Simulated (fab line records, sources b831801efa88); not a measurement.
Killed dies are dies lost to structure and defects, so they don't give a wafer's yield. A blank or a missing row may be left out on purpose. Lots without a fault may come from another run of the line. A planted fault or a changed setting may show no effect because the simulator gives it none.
fab line records | flow gf180mcu
record lots=5 wafers=15 last_day=34
route steps=602 shown V3@440 M4@456 V4@476
lots that met no fault: from a run of the same line without faults
start_h: hours from the record's first day to the start of the lot's first wafer shown | wait_h: hours since the lot's step before | " the same as in the row above | L1.1+2: a row that stands for several wafers | - no value, or no start given | * or withheld: withheld | < > ~ a bound
route shown NAME@n: a module of which the file shows steps, and the number in the route of the first | usual: mean/standard deviation of fault-free wafers | same: alike in all rows | chamber/n: place in a boat | sites: the reading at each site | _std_site: their standard deviation | _edge_site: outer sites' mean less inner sites' | radius_mm: how far each site lies from the wafer's centre | mask NAME#n: copy n | behind: the tool/chamber that last shaped the wafer | hold: why the lot was held/for how many hours/how that ended | device: the transistor (n, p or np) that didn't switch | end of line: the same wafers' tests at the end of the route | a step without rows: its recipe alone | killed: dies lost to structure and defects at the first sort, not the wafer's yield | map: a wafer's dies, x killed, . not, _ none there
set.NAME: the setting as run; set.NAME@STEP: as run at that earlier step | model.NAME: the simulator's own value behind a step, which no gauge read
lots at some steps of the route; a table a step, a row a wafer
services: from which hour (start_h, from the record's first day; less than 0 if before it) a tool's chamber was out of use, for how many hours, and why
## steps
# step GF_V3_EXPOSE_11
# recipe mask_id=Via3 target_cd_nm=260 na=0.68 source_shape=conventional sigma_outer=0.6 dose_mj=38
# same sigma_outer=0.6
# columns lot.wafer tool chamber start_h wait_h mask
L075.1+5+6 krf_scanner-01 0 - - Via3#0
L082.2+4+6 krf_scanner-02 0 - - Via3#0
L091.1+3+6 krf_scanner-01 0 - - Via3#0
L092.2+3+6 krf_scanner-02 0 - - Via3#0
L097.1+5+6 krf_scanner-02 0 - - Via3#0
# step GF_V3_PEB_12
# recipe peb_temp_c=135 peb_time_s=90 resist=KrF
# usual heater_power_total_W=85.70/0.092
# columns lot.wafer tool chamber start_h wait_h heater_power_total_W
L075.1 litho_track-04 0 - - 85.79
L075.5 " 0 " " 85.65
L075.6 " 0 " " 85.70
L082.2 litho_track-03 0 - - 85.79
L082.4 " 0 " " 85.75
L082.6 " 0 " " 85.68
L091.1 litho_track-03 0 - - 85.57
L091.3 " 0 " " 85.69
L091.6 " 0 " " 85.61
L092.2 litho_track-03 0 - - 85.64
L092.3 " 0 " " 85.67
L092.6 " 0 " " 85.53
L097.1 litho_track-03 0 - - 85.71
L097.5 " 0 " " 85.82
L097.6 " 0 " " 85.66
# step GF_V3_DEVELOP_13
# recipe develop_time_s=60 resist=KrF dev_temp_c=21
# columns lot.wafer tool chamber start_h wait_h
L075.1+5+6 litho_track-04 0 528.51 0.2
L082.2+4+6 litho_track-03 0 590.95 0.2
L091.1+3+6 litho_track-03 0 654.73 0.2
L092.2+3+6 litho_track-03 0 671.25 0.2
L097.1+5+6 litho_track-03 0 692.53 0.2
# step GF_V3_CD_MEAS_14
# recipe target_cd_nm=260
# usual cd_nm=259.9/1.6
# columns lot.wafer tool chamber start_h wait_h cd_nm
L075.1 cd_sem-01 - 528.66 0.1 260.3
L075.5 " - " " 259.7
L075.6 " - " " 258.8
L082.2 cd_sem-02 - 591.10 0.1 259.2
L082.4 " - " " 257.8
L082.6 " - " " 258.3
L091.1 cd_sem-01 - 654.88 0.1 260.5
L091.3 " - " " 260.6
L091.6 " - " " 260.2
L092.2 cd_sem-02 - 671.41 0.1 258.8
L092.3 " - " " 259.6
L092.6 " - " " 258.8
L097.1 cd_sem-02 - 692.68 0.1 261.0
L097.5 " - " " 261.1
L097.6 " - " " 261.5
# step GF_V3_OVL_MEAS_15
# usual V3_OVL=2/6.5
# columns lot.wafer tool chamber start_h wait_h V3_OVL[nm]
L075.1 overlay-02 - 528.78 0.1 3
L075.5 " - " " -4
L075.6 " - " " 3
L082.2 overlay-01 - 591.20 0.1 2
L082.4 " - " " 6
L082.6 " - " " 3
L091.1 overlay-01 - 655.01 0.1 1
L091.3 " - " " 5
L091.6 " - " " -8
L092.2 overlay-01 - 671.52 0.1 10
L092.3 " - " " 5
L092.6 " - " " 2
L097.1 overlay-01 - 692.80 0.1 -2
L097.5 " - " " 3
L097.6 " - " " -6
# step GF_V3_ETCH_16
# recipe chemistry=N2/H2 target_depth_a=withheld overetch_a=withheld time_s=withheld target=BARC ion_energy_ev=200 source_w=500 bias_w=100 pressure_mtorr=30 n2_flow_sccm=100 h2_flow_sccm=200
# usual drypump_motor_current_A=5.6/0.44 oes_product_au=0.855/0.0051 throttle_valve_pct=13.224/0.0084
# columns lot.wafer tool chamber start_h wait_h drypump_motor_current_A oes_product_au throttle_valve_pct
L075.1 rie_diel-04 2 528.81 0.0 6.1 0.850 13.227
L075.5 " 1 " " 4.9 0.856 13.222
L075.6 " 0 " " 5.5 0.845 13.233
L082.2 rie_diel-01 0 591.23 0.0 5.2 0.856 13.222
L082.4 " 2 " " 5.0 0.857 13.226
L082.6 " 2 " " 5.0 0.861 13.220
L091.1 rie_diel-02 3 655.05 0.0 5.6 0.852 13.221
L091.3 " 2 " " 5.9 0.855 13.238
L091.6 " 2 " " 5.9 0.859 13.222
L092.2 rie_diel-02 2 671.55 0.0 5.9 0.840 13.221
L092.3 " 3 " " 5.5 0.845 13.223
L092.6 " 3 " " 5.5 0.855 13.213
L097.1 rie_diel-04 2 692.83 0.0 6.1 0.853 13.220
L097.5 " 2 " " 6.2 0.860 13.232
L097.6 " 1 " " 4.9 0.848 13.204
# step GF_V3_ETCH_17
# recipe chemistry=C4F8/O2/Ar mask_material=KrF target=SiO2 stop_on=TiN source_w=1500 bias_w=1200 pressure_mtorr=40 c4f8_flow_sccm=withheld O2_flow_sccm=6 Ar_flow_sccm=300 time_s=withheld target_depth_a=6350
# usual oes_product_au=0.856/0.0045
# columns lot.wafer tool chamber start_h wait_h oes_product_au
L075.1 rie_diel-04 2 - - 0.850
L075.5 " 1 " " 0.860
L075.6 " 0 " " 0.849
L082.2 rie_diel-01 0 - - 0.851
L082.4 " 2 " " 0.856
L082.6 " 2 " " 0.854
L091.1 rie_diel-02 3 - - 0.853
L091.3 " 2 " " 0.856
L091.6 " 2 " " 0.855
L092.2 rie_diel-02 2 - - 0.855
L092.3 " 3 " " 0.849
L092.6 " 3 " " 0.851
L097.1 rie_diel-04 2 - - 0.858
L097.5 " 2 " " 0.858
L097.6 " 1 " " 0.851
# step GF_V3_STRIP_18
# recipe chemistry=O2/N2 power_w=1400 pressure_mtorr=1500 platen_temp_c=250 o2_flow_sccm=3000 n2_flow_sccm=300 overash_fraction=0.5
# usual drypump_motor_current_A=5.60/0.22 heater_power_w=344/23 oes_product_au=0.591/0.0046
# same overash_fraction=0.5
# columns lot.wafer tool chamber start_h wait_h drypump_motor_current_A heater_power_w oes_product_au rf_hours_counter_h
L075.1 plasma_asher-02 1 528.94 - 5.83 335 0.590 45
L075.5 " 0 " " 5.67 319 0.589 -
L075.6 " 1 " " 5.82 331 0.592 -
L082.2 plasma_asher-04 0 591.36 - 5.71 362 0.593 79
L082.4 " 0 " " 5.72 360 0.596 -
L082.6 " 0 " " 5.72 362 0.592 -
L091.1 plasma_asher-04 1 655.18 - 5.19 331 0.591 84
L091.3 " 0 " " 5.72 354 0.600 -
L091.6 " 0 " " 5.73 358 0.589 -
L092.2 plasma_asher-02 1 671.68 - 5.85 331 0.588 61
L092.3 " 1 " " 5.83 332 0.596 -
L092.6 " 0 " " 5.66 306 0.590 -
L097.1 plasma_asher-04 1 692.96 - 5.22 327 0.596 89
L097.5 " 0 " " 5.75 356 0.586 -
L097.6 " 1 " " 5.22 325 0.595 -
# step GF_V3_STRIP_19
# recipe chemistry=post_etch_residue_remover time_s=1200 temp_c=72.5
# columns lot.wafer tool chamber start_h wait_h
L075.1+5+6 wet_bench-01 2 529.04 0.1
L082.2+4+6 wet_bench-02 3 591.46 0.1
L091.1+3+6 wet_bench-01 2 655.28 0.1
L092.2+3+6 wet_bench-01 0 671.78 0.1
L097.1+5+6 wet_bench-01 1 693.06 0.1
# step GF_V3_CLEAN_20
# recipe chemistry=DIW dry=n2_spin
# columns lot.wafer tool chamber start_h wait_h
L075.1+5+6 wet_bench-02 3 529.38 0.0
L082.2+4+6 wet_bench-04 2 591.80 0.0
L091.1+3+6 wet_bench-04 0 655.65 0.0
L092.2+3+6 wet_bench-02 0 672.15 0.0
L097.1+5+6 wet_bench-01 3 693.43 0.0
# step GF_V3_SPUTTER_21
# recipe material=Ti target_thk_nm=15 chamber_pressure_pa=5 power_w=2500 substrate_temp_c=200 time_s=80.02
# usual throttle_valve_pct=30.5/1.8
# columns lot.wafer tool chamber start_h wait_h throttle_valve_pct
L075.1 pvd_sputter-03 - 529.48 0.0 31.2
L075.5 " - " " 31.1
L075.6 " - " " 30.0
L082.2 pvd_sputter-01 - 591.90 0.0 29.7
L082.4 " - " " 31.6
L082.6 " - " " 28.8
L091.1 pvd_sputter-03 - 655.74 0.0 32.7
L091.3 " - " " 30.2
L091.6 " - " " 30.2
L092.2 pvd_sputter-03 - 672.24 0.0 32.3
L092.3 " - " " 29.9
L092.6 " - " " 30.4
L097.1 pvd_sputter-02 - 693.53 0.0 28.2
L097.5 " - " " 30.9
L097.6 " - " " 28.6
# step GF_V3_SPUTTER_22
# recipe material=TiN target_thk_nm=10 chamber_pressure_pa=5 power_w=4000 time_s=40
# usual throttle_valve_pct=30.5/1.8
# columns lot.wafer tool chamber start_h wait_h throttle_valve_pct
L075.1 pvd_sputter-03 - 529.54 0.0 31.1
L075.5 " - " " 31.1
L075.6 " - " " 30.0
L082.2 pvd_sputter-01 - 591.96 0.0 29.6
L082.4 " - " " 31.9
L082.6 " - " " 28.7
L091.1 pvd_sputter-03 - 655.80 0.0 32.5
L091.3 " - " " 30.4
L091.6 " - " " 30.2
L092.2 pvd_sputter-03 - 672.30 0.0 32.6
L092.3 " - " " 30.2
L092.6 " - " " 30.2
L097.1 pvd_sputter-02 - 693.60 0.0 28.1
L097.5 " - " " 30.5
L097.6 " - " " 28.7
# step GF_V3_CVD_23
# recipe material=W target_thk_nm=350 time_s=104.9 temp_c=400 pressure_torr=40
# usual heater_power_w=839/76
# columns lot.wafer tool chamber start_h wait_h heater_power_w since_wet_clean_h
L075.1 cvd_w-02 1 529.58 0.0 754 126
L075.5 " 1 " " 762 -
L075.6 " 0 " " 703 -
L082.2 cvd_w-02 0 592.00 0.0 695 188
L082.4 " 1 " " 767 -
L082.6 " 1 " " 761 -
L091.1 cvd_w-01 0 655.84 0.0 883 752
L091.3 " 1 " " 894 -
L091.6 " 1 " " 867 -
L092.2 cvd_w-01 1 672.34 0.0 900 768
L092.3 " 0 " " 903 -
L092.6 " 1 " " 890 -
L097.1 cvd_w-02 1 693.63 0.0 747 290
L097.5 " 1 " " 760 -
L097.6 " 0 " " 702 -
# step GF_V3_RS_MEAS_24
# recipe thk_meas_gauge=four-point-probe reads=W_of_V3_CVD_23+TiN_of_V3_SPUTTER_22+Ti_of_V3_SPUTTER_21
# usual V3_W_RS=0.329/0.0031
# columns lot.wafer tool chamber start_h wait_h V3_W_RS[ohm/sq]
L075.1 film_metro-03 - 529.69 0.1 0.330
L075.5 " - " " 0.331
L075.6 " - " " 0.333
L082.2 film_metro-02 - 592.13 0.1 0.331
L082.4 " - " " 0.330
L082.6 " - " " 0.329
L091.1 film_metro-02 - 655.95 0.1 0.323
L091.3 " - " " 0.326
L091.6 " - " " 0.324
L092.2 film_metro-02 - 672.47 0.1 0.329
L092.3 " - " " 0.330
L092.6 " - " " 0.329
L097.1 film_metro-02 - 693.75 0.1 0.332
L097.5 " - " " 0.331
L097.6 " - " " 0.330
# step GF_V3_THK_MEAS_25
# recipe thk_meas_gauge=xrf reads=W_of_V3_CVD_23
# usual V3_W_THK=357/5.2
# columns lot.wafer tool chamber start_h wait_h V3_W_THK[nm]
L075.1 film_metro-03 - 529.81 0.1 361
L075.5 " - " " 359
L075.6 " - " " 358
L082.2 film_metro-02 - 592.24 0.1 352
L082.4 " - " " 353
L082.6 " - " " 355
L091.1 film_metro-02 - 656.07 0.1 360
L091.3 " - " " 356
L091.6 " - " " 357
L092.2 film_metro-02 - 672.58 0.1 356
L092.3 " - " " 355
L092.6 " - " " 353
L097.1 film_metro-02 - 693.87 0.1 352
L097.5 " - " " 352
L097.6 " - " " 349
# step GF_V3_CMP_26
# recipe stop_on=SiO2 down_force_psi=3.5 platen_rpm=60 t_overpolish_s=15 target_thk_nm=0 pad_velocity_m_s=0.94248
# usual motor_current_A=10.2/0.87 overpolish_run_s=14.999/0.0088 time_to_endpoint_s=85/3.7
# columns lot.wafer tool chamber start_h wait_h motor_current_A overpolish_run_s time_to_endpoint_s
L075.1 cmp-01 3 529.87 0.1 11.1 14.989 88
L075.5 " 3 " " 11.6 15.003 83
L075.6 " 0 " " 10.7 14.995 89
L082.2 cmp-02 2 592.29 0.0 8.8 14.986 86
L082.4 " 0 " " 9.3 15.004 91
L082.6 " 2 " " 9.2 15.000 83
L091.1 cmp-02 1 656.18 0.1 9.9 15.016 88
L091.3 " 3 " " 10.6 15.010 82
L091.6 " 1 " " 9.8 14.989 84
L092.2 cmp-01 3 672.68 0.1 12.2 14.984 89
L092.3 " 0 " " 10.7 15.008 84
L092.6 " 2 " " 9.7 15.012 81
L097.1 cmp-01 1 693.93 0.1 11.4 14.994 86
L097.5 " 1 " " 11.5 15.003 87
L097.6 " 2 " " 9.5 14.991 82
# step GF_M4_SPUTTER_00
# recipe material=Ti target_thk_nm=37.5 arriving_ion_energy_ev=80 substrate_temp_c=200 chamber_pressure_pa=2 power_w=4000 time_s=150
# usual throttle_valve_pct=30.0/1.4
# columns lot.wafer tool chamber start_h wait_h throttle_valve_pct
L075.1 pvd_sputter-02 - 530.17 0.2 28.0
L075.5 " - " " 30.7
L075.6 " - " " 28.1
L082.2 pvd_sputter-02 - 592.59 0.2 28.2
L082.4 " - " " 33.4
L082.6 " - " " 28.9
L091.1 pvd_sputter-01 - 656.43 0.2 29.7
L091.3 " - " " 31.8
L091.6 " - " " 28.7
L092.2 pvd_sputter-01 - 672.93 0.2 28.7
L092.3 " - " " 28.7
L092.6 " - " " 28.7
L097.1 pvd_sputter-04 - 694.23 0.2 31.4
L097.5 " - " " 29.1
L097.6 " - " " 31.7
# step GF_M4_SPUTTER_01
# recipe material=TiN target_thk_nm=30 power_w=6500 time_s=25 chamber_pressure_pa=0.4
# usual throttle_valve_pct=30.0/1.4
# columns lot.wafer tool chamber start_h wait_h throttle_valve_pct
L075.1 pvd_sputter-02 - 530.27 0.1 28.3
L075.5 " - " " 30.8
L075.6 " - " " 28.3
L082.2 pvd_sputter-02 - 592.69 0.1 28.3
L082.4 " - " " 33.7
L082.6 " - " " 28.7
L091.1 pvd_sputter-01 - 656.53 0.1 29.8
L091.3 " - " " 31.9
L091.6 " - " " 28.6
L092.2 pvd_sputter-01 - 673.03 0.1 28.7
L092.3 " - " " 28.8
L092.6 " - " " 28.6
L097.1 pvd_sputter-04 - 694.33 0.1 31.4
L097.5 " - " " 28.9
L097.6 " - " " 31.3
# step GF_M4_SPUTTER_02
# recipe material=AlCu target_thk_nm=450 power_w=10600 time_s=23.9 chamber_pressure_pa=0.4
# usual throttle_valve_pct=30.0/1.4
# columns lot.wafer tool chamber start_h wait_h throttle_valve_pct
L075.1 pvd_sputter-02 - 530.30 0.0 28.3
L075.5 " - " " 30.6
L075.6 " - " " 28.0
L082.2 pvd_sputter-02 - 592.72 0.0 28.3
L082.4 " - " " 33.4
L082.6 " - " " 28.8
L091.1 pvd_sputter-01 - 656.56 0.0 29.9
L091.3 " - " " 31.9
L091.6 " - " " 28.9
L092.2 pvd_sputter-01 - 673.06 0.0 28.9
L092.3 " - " " 28.7
L092.6 " - " " 29.0
L097.1 pvd_sputter-04 - 694.36 0.0 31.4
L097.5 " - " " 29.2
L097.6 " - " " 31.5
# step GF_M4_SPUTTER_03
# recipe material=Ti target_thk_nm=10 substrate_temp_c=300 chamber_pressure_pa=0.3 power_w=3000 time_s=6.7
# usual throttle_valve_pct=30.0/1.4
# columns lot.wafer tool chamber start_h wait_h throttle_valve_pct
L075.1 pvd_sputter-02 - 530.33 0.0 28.1
L075.5 " - " " 30.6
L075.6 " - " " 28.3
L082.2 pvd_sputter-02 - 592.75 0.0 28.3
L082.4 " - " " 33.6
L082.6 " - " " 28.5
L091.1 pvd_sputter-01 - 656.59 0.0 29.7
L091.3 " - " " 31.7
L091.6 " - " " 28.7
L092.2 pvd_sputter-01 - 673.09 0.0 28.9
L092.3 " - " " 28.8
L092.6 " - " " 29.2
L097.1 pvd_sputter-04 - 694.39 0.0 31.4
L097.5 " - " " 29.3
L097.6 " - " " 31.3
# step GF_M4_SPUTTER_04
# recipe material=TiN target_thk_nm=50 power_w=6500 time_s=41.7 chamber_pressure_pa=0.4
# usual throttle_valve_pct=30.0/1.4
# columns lot.wafer tool chamber start_h wait_h throttle_valve_pct
L075.1 pvd_sputter-02 - 530.35 0.0 28.2
L075.5 " - " " 30.6
L075.6 " - " " 28.2
L082.2 pvd_sputter-02 - 592.77 0.0 28.3
L082.4 " - " " 33.7
L082.6 " - " " 28.7
L091.1 pvd_sputter-01 - 656.61 0.0 29.7
L091.3 " - " " 31.8
L091.6 " - " " 28.8
L092.2 pvd_sputter-01 - 673.11 0.0 28.9
L092.3 " - " " 28.9
L092.6 " - " " 28.9
L097.1 pvd_sputter-04 - 694.41 0.0 31.9
L097.5 " - " " 29.0
L097.6 " - " " 31.4
# step GF_M4_RS_MEAS_05
# recipe thk_meas_gauge=four-point-probe reads=TiN_of_M4_SPUTTER_04+Ti_of_M4_SPUTTER_03+AlCu_of_M4_SPUTTER_02+TiN_of_M4_SPUTTER_01+Ti_of_M4_SPUTTER_00
# usual M4_ALCU_RS=0.0694/0.00084
# columns lot.wafer tool chamber start_h wait_h M4_ALCU_RS[ohm/sq]
L075.1 film_metro-02 - 530.39 0.0 0.0700
L075.5 " - " " 0.0697
L075.6 " - " " 0.0698
L082.2 film_metro-02 - 592.83 0.0 0.0701
L082.4 " - " " 0.0696
L082.6 " - " " 0.0700
L091.1 film_metro-03 - 656.65 0.0 0.0679
L091.3 " - " " 0.0681
L091.6 " - " " 0.0685
L092.2 film_metro-03 - 673.17 0.0 0.0690
L092.3 " - " " 0.0695
L092.6 " - " " 0.0696
L097.1 film_metro-04 - 694.45 0.0 0.0688
L097.5 " - " " 0.0684
L097.6 " - " " 0.0689
# step GF_M4_THK_MEAS_06
# recipe thk_meas_gauge=xrf reads=AlCu_of_M4_SPUTTER_02
# usual M4_ALCU_THK=454/5.3
# columns lot.wafer tool chamber start_h wait_h M4_ALCU_THK[nm]
L075.1 film_metro-02 - 530.51 0.1 451
L075.5 " - " " 453
L075.6 " - " " 449
L082.2 film_metro-02 - 592.94 0.1 449
L082.4 " - " " 454
L082.6 " - " " 453
L091.1 film_metro-03 - 656.77 0.1 464
L091.3 " - " " 464
L091.6 " - " " 459
L092.2 film_metro-03 - 673.28 0.1 456
L092.3 " - " " 454
L092.6 " - " " 454
L097.1 film_metro-04 - 694.57 0.1 457
L097.5 " - " " 455
L097.6 " - " " 453
# step GF_M4_DEHYDRATE_07
# recipe temp_c=200 time_s=60
# usual heater_power_total_W=160.36/0.12
# columns lot.wafer tool chamber start_h wait_h heater_power_total_W
L075.1 litho_track-04 0 541.21 10.7 160.15
L075.5 " 0 " " 160.38
L075.6 " 0 " " 160.33
L082.2 litho_track-02 0 602.58 9.6 160.36
L082.4 " 0 " " 160.27
L082.6 " 0 " " 160.36
L091.1 litho_track-02 0 665.36 8.6 160.20
L091.3 " 0 " " 160.42
L091.6 " 0 " " 160.35
L092.2 litho_track-02 0 682.53 9.2 160.40
L092.3 " 0 " " 160.52
L092.6 " 0 " " 160.25
L097.1 litho_track-02 0 703.66 9.1 160.29
L097.5 " 0 " " 160.19
L097.6 " 0 " " 160.34
# step GF_M4_HMDS_08
# recipe prime_time_s=60 prime_temp_c=120
# columns lot.wafer tool chamber start_h wait_h
L075.1+5+6 litho_track-04 0 541.36 0.1
L082.2+4+6 litho_track-02 0 602.73 0.1
L091.1+3+6 litho_track-02 0 665.51 0.1
L092.2+3+6 litho_track-02 0 682.68 0.1
L097.1+5+6 litho_track-02 0 703.81 0.1
# step GF_M4_COAT_09
# recipe resist=KrF spin_rpm=withheld resist_thk_nm=1000
# columns lot.wafer tool chamber start_h wait_h
L075.1+5+6 litho_track-04 0 541.51 0.1
L082.2+4+6 litho_track-02 0 602.88 0.1
L091.1+3+6 litho_track-02 0 665.66 0.1
L092.2+3+6 litho_track-02 0 682.83 0.1
L097.1+5+6 litho_track-02 0 703.96 0.1
# step GF_M4_SOFTBAKE_10
# recipe temp_c=130 time_s=60 resist=KrF
# usual heater_power_total_W=93.05/0.06
# columns lot.wafer tool chamber start_h wait_h heater_power_total_W
L075.1 litho_track-04 0 541.66 0.1 93.08
L075.5 " 0 " " 93.00
L075.6 " 0 " " 93.05
L082.2 litho_track-02 0 603.03 0.1 93.01
L082.4 " 0 " " 93.21
L082.6 " 0 " " 93.06
L091.1 litho_track-02 0 665.81 0.1 92.96
L091.3 " 0 " " 93.06
L091.6 " 0 " " 93.07
L092.2 litho_track-02 0 682.98 0.1 93.11
L092.3 " 0 " " 93.09
L092.6 " 0 " " 93.02
L097.1 litho_track-02 0 704.11 0.1 93.06
L097.5 " 0 " " 93.01
L097.6 " 0 " " 93.04
# step GF_M4_EXPOSE_11
# recipe mask_id=Metal4 target_cd_nm=280 na=0.68 source_shape=conventional sigma_outer=0.6 dose_mj=28
# same sigma_outer=0.6
# columns lot.wafer tool chamber start_h wait_h mask
L075.1+5+6 krf_scanner-02 0 - - Metal4#0
L082.2+4+6 krf_scanner-02 0 - - Metal4#0
L091.1+3+6 krf_scanner-01 0 - - Metal4#0
L092.2+3+6 krf_scanner-01 0 - - Metal4#0
L097.1+5+6 krf_scanner-02 0 - - Metal4#0
# step GF_M4_PEB_12
# recipe peb_temp_c=135 peb_time_s=90 resist=KrF
# usual heater_power_total_W=85.69/0.081
# columns lot.wafer tool chamber start_h wait_h heater_power_total_W
L075.1 litho_track-01 0 - - 85.60
L075.5 " 0 " " 85.64
L075.6 " 0 " " 85.81
L082.2 litho_track-02 0 - - 85.72
L082.4 " 0 " " 85.87
L082.6 " 0 " " 85.73
L091.1 litho_track-04 0 - - 85.82
L091.3 " 0 " " 85.80
L091.6 " 0 " " 85.62
L092.2 litho_track-04 0 - - 85.62
L092.3 " 0 " " 85.59
L092.6 " 0 " " 85.61
L097.1 litho_track-02 0 - - 85.64
L097.5 " 0 " " 85.62
L097.6 " 0 " " 85.76
# step GF_M4_DEVELOP_13
# recipe develop_time_s=60 dev_temp_c=21
# columns lot.wafer tool chamber start_h wait_h
L075.1+5+6 litho_track-01 0 552.67 0.2
L082.2+4+6 litho_track-02 0 613.68 0.2
L091.1+3+6 litho_track-04 0 675.51 0.2
L092.2+3+6 litho_track-04 0 692.78 0.2
L097.1+5+6 litho_track-02 0 713.21 0.2
# step GF_M4_CD_MEAS_14
# recipe target_cd_nm=280
# usual cd_nm=280.4/1.2
# columns lot.wafer tool chamber start_h wait_h cd_nm
L075.1 cd_sem-02 - 552.82 0.1 281.4
L075.5 " - " " 280.7
L075.6 " - " " 281.1
L082.2 cd_sem-02 - 613.83 0.1 279.7
L082.4 " - " " 280.6
L082.6 " - " " 279.6
L091.1 cd_sem-02 - 675.66 0.1 279.2
L091.3 " - " " 279.7
L091.6 " - " " 278.3
L092.2 cd_sem-02 - 692.93 0.1 282.3
L092.3 " - " " 282.5
L092.6 " - " " 280.8
L097.1 cd_sem-02 - 713.36 0.1 279.6
L097.5 " - " " 279.5
L097.6 " - " " 279.1
# step GF_M4_OVL_MEAS_15
# usual M4_OVL=-1/4.9
# columns lot.wafer tool chamber start_h wait_h M4_OVL[nm]
L075.1 overlay-02 - 552.94 0.1 -4
L075.5 " - " " -2
L075.6 " - " " -5
L082.2 overlay-01 - 613.93 0.1 -6
L082.4 " - " " -1
L082.6 " - " " 0
L091.1 overlay-01 - 675.78 0.1 3
L091.3 " - " " -1
L091.6 " - " " 3
L092.2 overlay-02 - 693.03 0.1 -4
L092.3 " - " " -3
L092.6 " - " " -6
L097.1 overlay-02 - 713.48 0.1 0
L097.5 " - " " 5
L097.6 " - " " 2
# step GF_M4_METAL_ETCH_16
# recipe chemistry=Cl2/BCl3 mask_material=KrF target_depth_nm=750.8 stop_on=SiO2 pressure_mtorr=8 icp_w=800 bias_w=140 Cl2_flow_sccm=80 bcl3_flow_sccm=40 time_s=125.1
# usual drypump_motor_current_A=5.7/0.37 oes_product_au=0.992/0.0053 throttle_valve_pct=28.228/0.0098
# columns lot.wafer tool chamber start_h wait_h drypump_motor_current_A oes_product_au rf_hours_counter_h throttle_valve_pct
L075.1 rie_metal-03 1 552.97 0.0 5.9 0.998 10 28.210
L075.5 " 1 " " 5.9 0.993 - 28.225
L075.6 " 1 " " 5.9 0.991 - 28.228
L082.2 rie_metal-04 0 613.96 0.0 6.2 0.987 3 28.248
L082.4 " 0 " " 6.2 0.985 - 28.231
L082.6 " 1 " " 5.2 0.987 - 28.209
L091.1 rie_metal-03 1 675.81 0.0 5.9 0.992 14 28.235
L091.3 " 1 " " 5.9 0.995 - 28.221
L091.6 " 1 " " 5.9 0.989 - 28.221
L092.2 rie_metal-04 0 693.06 0.0 6.2 0.985 8 28.235
L092.3 " 1 " " 5.2 0.997 - 28.222
L092.6 " 1 " " 5.3 0.990 - 28.213
L097.1 rie_metal-03 0 713.51 0.0 5.5 0.993 4 28.232
L097.5 " 1 " " 5.9 1.001 - 28.230
L097.6 " 0 " " 5.6 0.999 - 28.235
# step GF_M4_STRIP_17
# recipe chemistry=O2/N2 power_w=1400 pressure_mtorr=1500 platen_temp_c=250 o2_flow_sccm=3000 n2_flow_sccm=300 overash_fraction=0.5
# usual drypump_motor_current_A=5.64/0.28 heater_power_w=350/31 oes_product_au=0.537/0.0047 strip_time_to_endpoint_s=7.36/0.053
# same overash_fraction=0.5
# columns lot.wafer tool chamber start_h wait_h drypump_motor_current_A heater_power_w oes_product_au rf_hours_counter_h strip_time_to_endpoint_s
L075.1 plasma_asher-03 0 553.23 0.2 5.67 368 0.538 11 7.35
L075.5 " 0 " " 5.68 394 0.536 - 7.35
L075.6 " 1 " " 5.65 366 0.545 - 7.35
L082.2 plasma_asher-03 1 614.09 0.1 5.64 359 0.545 17 7.43
L082.4 " 1 " " 5.67 356 0.533 - 7.37
L082.6 " 0 " " 5.73 375 0.531 - 7.33
L091.1 plasma_asher-03 1 676.07 0.2 5.63 370 0.542 24 7.34
L091.3 " 0 " " 5.66 382 0.540 - 7.37
L091.6 " 0 " " 5.65 390 0.535 - 7.33
L092.2 plasma_asher-03 0 693.19 0.1 5.70 388 0.539 26 7.39
L092.3 " 0 " " 5.68 376 0.537 - 7.24
L092.6 " 1 " " 5.65 359 0.533 - 7.30
L097.1 plasma_asher-04 0 713.64 0.1 5.74 356 0.532 91 7.30
L097.5 " 1 " " 5.21 328 0.538 - 7.37
L097.6 " 0 " " 5.74 357 0.539 - 7.28
# step GF_M4_STRIP_18
# recipe chemistry=post_etch_residue_remover time_s=1200 temp_c=72.5
# columns lot.wafer tool chamber start_h wait_h
L075.1+5+6 wet_bench-02 2 553.33 0.1
L082.2+4+6 wet_bench-03 3 614.19 0.1
L091.1+3+6 wet_bench-03 3 676.17 0.1
L092.2+3+6 wet_bench-03 1 693.29 0.1
L097.1+5+6 wet_bench-04 1 713.74 0.1
# step GF_M4_CLEAN_19
# recipe chemistry=DIW dry=n2_spin
# columns lot.wafer tool chamber start_h wait_h
L075.1+5+6 wet_bench-04 3 553.67 0.0
L082.2+4+6 wet_bench-04 2 614.53 0.0
L091.1+3+6 wet_bench-02 3 676.51 0.0
L092.2+3+6 wet_bench-02 3 693.63 0.0
L097.1+5+6 wet_bench-02 2 714.08 0.0
# step GF_V4_CVD_00
# recipe material=SiO2 target_thk_nm=600 sigma_open_frac=0.3 temp_c=400 time_s=100 sih4_flow_sccm=60 pressure_mtorr=6
# columns lot.wafer tool chamber start_h wait_h
L075.1+5+6 hdpcvd-02 0,2,1 553.77 0.0
L082.2+4+6 hdpcvd-02 0,0,2 614.63 0.0
L091.1+3+6 hdpcvd-02 2,0,0 676.60 0.0
L092.2+3+6 hdpcvd-02 1,2,2 693.72 0.0
L097.1+5+6 hdpcvd-01 0,0,2 714.18 0.0
# step GF_V4_THK_MEAS_01
# recipe reads=SiO2_of_V4_CVD_00
# usual V4_CVD_00_THK=602/7.9
# columns lot.wafer tool chamber start_h wait_h V4_CVD_00_THK[nm]
L075.1 film_metro-04 - 553.84 0.0 624
L075.5 " - " " 617
L075.6 " - " " 605
L082.2 film_metro-03 - 614.71 0.0 610
L082.4 " - " " 611
L082.6 " - " " 613
L091.1 film_metro-04 - 676.68 0.0 596
L091.3 " - " " 591
L091.6 " - " " 598
L092.2 film_metro-04 - 693.81 0.0 593
L092.3 " - " " 609
L092.6 " - " " 606
L097.1 film_metro-01 - 714.26 0.0 596
L097.5 " - " " 595
L097.6 " - " " 594
## services
# columns tool chamber start_h hours kind
krf_scanner-01 - 494.80 1.3 pm
rie_diel-04 3 502.88 4.1 repair
hdpcvd-02 - 505.29 2.8 pm
krf_scanner-02 - 515.61 1.3 pm
pvd_sputter-01 - 521.62 4.1 repair
pvd_sputter-02 - 531.99 2.6 repair
pvd_sputter-01 - 537.95 14.4 repair
krf_scanner-01 - 541.41 1.0 pm
plasma_asher-04 - 541.67 1.4 repair
rie_diel-04 3 546.85 9.8 repair
krf_scanner-01 - 562.26 7.4 repair
pvd_sputter-02 - 569.38 0.7 repair
krf_scanner-02 - 569.70 0.8 pm
rie_diel-04 - 576.25 0.3 repair
rie_diel-02 1 588.51 8.3 repair
krf_scanner-02 - 606.34 1.0 pm
wet_bench-04 - 619.37 0.5 repair
pvd_sputter-03 - 629.24 4.1 repair
wet_bench-04 - 632.14 0.6 repair
krf_scanner-02 - 648.29 0.6 repair
wet_bench-01 - 681.68 1.9 repair
krf_scanner-02 - 691.51 1.3 pm
krf_scanner-02 - 698.63 3.0 pm
pvd_sputter-04 - 699.33 1.4 repair
## key
fault none
